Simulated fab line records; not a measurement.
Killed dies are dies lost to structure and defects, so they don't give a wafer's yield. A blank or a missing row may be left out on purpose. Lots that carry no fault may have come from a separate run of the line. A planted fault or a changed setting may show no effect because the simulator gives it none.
Split-lot trial || flow sky130 || 23 wafers read from 5 lots, route of 708 steps

== SPLIT DETAILS ==
At SKY_VIA4_EXPOSE_08 (exposes mask VIM4, target cd 800 nm), the setting dose-mj was moved away from the recipe's 132 on 10 of the 23 wafers read, by -4.2% to +3.5%. The other wafers ran this setting at the recipe's value.

== FROM THE SPLIT TO THE READING: what the file shows between them, 2 steps ==
- SKY_VIA4_PEB_09
- SKY_VIA4_DEVELOP_10: develop time 60 s

== THE READING ==
VIA4.cd-nm (the simulator's own value, which no gauge read), in nm, at SKY_VIA4_ETCH_12 (etches SiO2 in C4F8/O2/Ar, stops on TiN, target depth 580 nm). There is no usual value for it anywhere in the file. The 13 wafers here that ran the recipe average 800.0 nm, standard deviation 2.4 nm.

{"wafer": "L075.1", "tool, chamber at the split": "iline-stepper-01, 0", "dose-mj as run": 126.6, "against the recipe": "-4.1%", "VIA4.cd-nm, nm": 788.3, "against lot-mates on the recipe": -10.8}
{"wafer": "L075.2", "tool, chamber at the split": "iline-stepper-01, 0", "dose-mj as run": 126.6, "against the recipe": "-4.1%", "VIA4.cd-nm, nm": 788.4, "against lot-mates on the recipe": -10.6}
{"wafer": "L075.4", "tool, chamber at the split": "iline-stepper-01, 0", "dose-mj as run": 126.6, "against the recipe": "-4.1%", "VIA4.cd-nm, nm": 787.3, "against lot-mates on the recipe": -11.8}
{"wafer": "L075.5", "tool, chamber at the split": "iline-stepper-01, 0", "dose-mj as run": 132, "against the recipe": "recipe", "VIA4.cd-nm, nm": 799.7, "against lot-mates on the recipe": "-"}
{"wafer": "L075.6", "tool, chamber at the split": "iline-stepper-01, 0", "dose-mj as run": 132, "against the recipe": "recipe", "VIA4.cd-nm, nm": 798.4, "against lot-mates on the recipe": "-"}
{"wafer": "L076.2", "tool, chamber at the split": "iline-stepper-02, 0", "dose-mj as run": 132, "against the recipe": "recipe", "VIA4.cd-nm, nm": 799.4, "against lot-mates on the recipe": "-"}
{"wafer": "L076.5", "tool, chamber at the split": "iline-stepper-02, 0", "dose-mj as run": 132, "against the recipe": "recipe", "VIA4.cd-nm, nm": 798.9, "against lot-mates on the recipe": "-"}
{"wafer": "L076.6", "tool, chamber at the split": "iline-stepper-02, 0", "dose-mj as run": 132, "against the recipe": "recipe", "VIA4.cd-nm, nm": 797.6, "against lot-mates on the recipe": "-"}
{"wafer": "L081.1", "tool, chamber at the split": "iline-stepper-01, 0", "dose-mj as run": 132, "against the recipe": "recipe", "VIA4.cd-nm, nm": 803.7, "against lot-mates on the recipe": "-"}
{"wafer": "L081.2", "tool, chamber at the split": "iline-stepper-01, 0", "dose-mj as run": 136.6, "against the recipe": "+3.5%", "VIA4.cd-nm, nm": 812.7, "against lot-mates on the recipe": "+10.0"}
{"wafer": "L081.3", "tool, chamber at the split": "iline-stepper-01, 0", "dose-mj as run": 132, "against the recipe": "recipe", "VIA4.cd-nm, nm": 801.6, "against lot-mates on the recipe": "-"}
{"wafer": "L081.4", "tool, chamber at the split": "iline-stepper-01, 0", "dose-mj as run": 136.6, "against the recipe": "+3.5%", "VIA4.cd-nm, nm": 810.7, "against lot-mates on the recipe": "+8.0"}
{"wafer": "L081.5", "tool, chamber at the split": "iline-stepper-01, 0", "dose-mj as run": 136.6, "against the recipe": "+3.5%", "VIA4.cd-nm, nm": 811.6, "against lot-mates on the recipe": "+8.9"}
{"wafer": "L083.1", "tool, chamber at the split": "iline-stepper-02, 0", "dose-mj as run": 129.2, "against the recipe": "-2.1%", "VIA4.cd-nm, nm": 795.1, "against lot-mates on the recipe": -7.7}
{"wafer": "L083.2", "tool, chamber at the split": "iline-stepper-02, 0", "dose-mj as run": 132, "against the recipe": "recipe", "VIA4.cd-nm, nm": 801.7, "against lot-mates on the recipe": "-"}
{"wafer": "L083.3", "tool, chamber at the split": "iline-stepper-02, 0", "dose-mj as run": 129.2, "against the recipe": "-2.1%", "VIA4.cd-nm, nm": 794.1, "against lot-mates on the recipe": -8.7}
{"wafer": "L083.4", "tool, chamber at the split": "iline-stepper-02, 0", "dose-mj as run": 132, "against the recipe": "recipe", "VIA4.cd-nm, nm": 802.1, "against lot-mates on the recipe": "-"}
{"wafer": "L083.6", "tool, chamber at the split": "iline-stepper-02, 0", "dose-mj as run": 132, "against the recipe": "recipe", "VIA4.cd-nm, nm": 804.5, "against lot-mates on the recipe": "-"}
{"wafer": "L085.1", "tool, chamber at the split": "iline-stepper-02, 0", "dose-mj as run": 126.4, "against the recipe": "-4.2%", "VIA4.cd-nm, nm": 783.3, "against lot-mates on the recipe": -14.3}
{"wafer": "L085.3", "tool, chamber at the split": "iline-stepper-02, 0", "dose-mj as run": 126.4, "against the recipe": "-4.2%", "VIA4.cd-nm, nm": 786.3, "against lot-mates on the recipe": -11.3}
{"wafer": "L085.4", "tool, chamber at the split": "iline-stepper-02, 0", "dose-mj as run": 132, "against the recipe": "recipe", "VIA4.cd-nm, nm": 796.5, "against lot-mates on the recipe": "-"}
{"wafer": "L085.5", "tool, chamber at the split": "iline-stepper-02, 0", "dose-mj as run": 132, "against the recipe": "recipe", "VIA4.cd-nm, nm": 799.5, "against lot-mates on the recipe": "-"}
{"wafer": "L085.6", "tool, chamber at the split": "iline-stepper-02, 0", "dose-mj as run": 132, "against the recipe": "recipe", "VIA4.cd-nm, nm": 796.8, "against lot-mates on the recipe": "-"}

FIT RESULTS
A straight line over all 23 wafers: VIA4.cd-nm changes by +3.22 nm for each +1% of dose-mj; r = +0.96; the points scatter about the line by 2.1 nm.
The same after taking each lot's own level away (the mean of its wafers on the recipe; 23 wafers): +2.8 nm for each +1%; r = +0.98; scatter 1.3 nm.
Per that fit: largest dose-mj move, reading shift of 12 nm.
Across the lots, their own levels run from 797.60 to 802.77 nm, a range of 2.1 times the standard deviation given above.
Thus the slope moves with the lot-to-lot level: the two fits are different.
Check: with one of the wafers moved furthest among these (-4.2%) left out of the fit, the line predicts -11.8 nm for it against its lot-mates. Against them it came out at -14.3 nm.

== OTHER SPLITS APPLIED TO THESE WAFERS ==
These wafers also went through other splits before the reading. Each is held against what the fit with the lots' levels taken away leaves over:
{"other split on the same wafers": "SKY_METAL4_SPUTTER_04 time-s", "wafers away from the commonest value": 11, "r with VIA4.cd-nm (lot level and that fit taken away)": -0.24}
{"other split on the same wafers": "SKY_CAP2M_METAL_ETCH_13 time-s", "wafers away from the commonest value": 4, "r with VIA4.cd-nm (lot level and that fit taken away)": -0.34}
{"other split on the same wafers": "SKY_METAL4_ETCH_17 time-s", "wafers away from the commonest value": 5, "r with VIA4.cd-nm (lot level and that fit taken away)": -0.13}
{"other split on the same wafers": "SKY_VIA4_HDPCVD_00 time-s", "wafers away from the commonest value": 7, "r with VIA4.cd-nm (lot level and that fit taken away)": -0.01}

== THE FILE'S OWN FIT ==
VIA4.cd-nm changes by +2.88 nm for each +1% of dose-mj, r = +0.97.
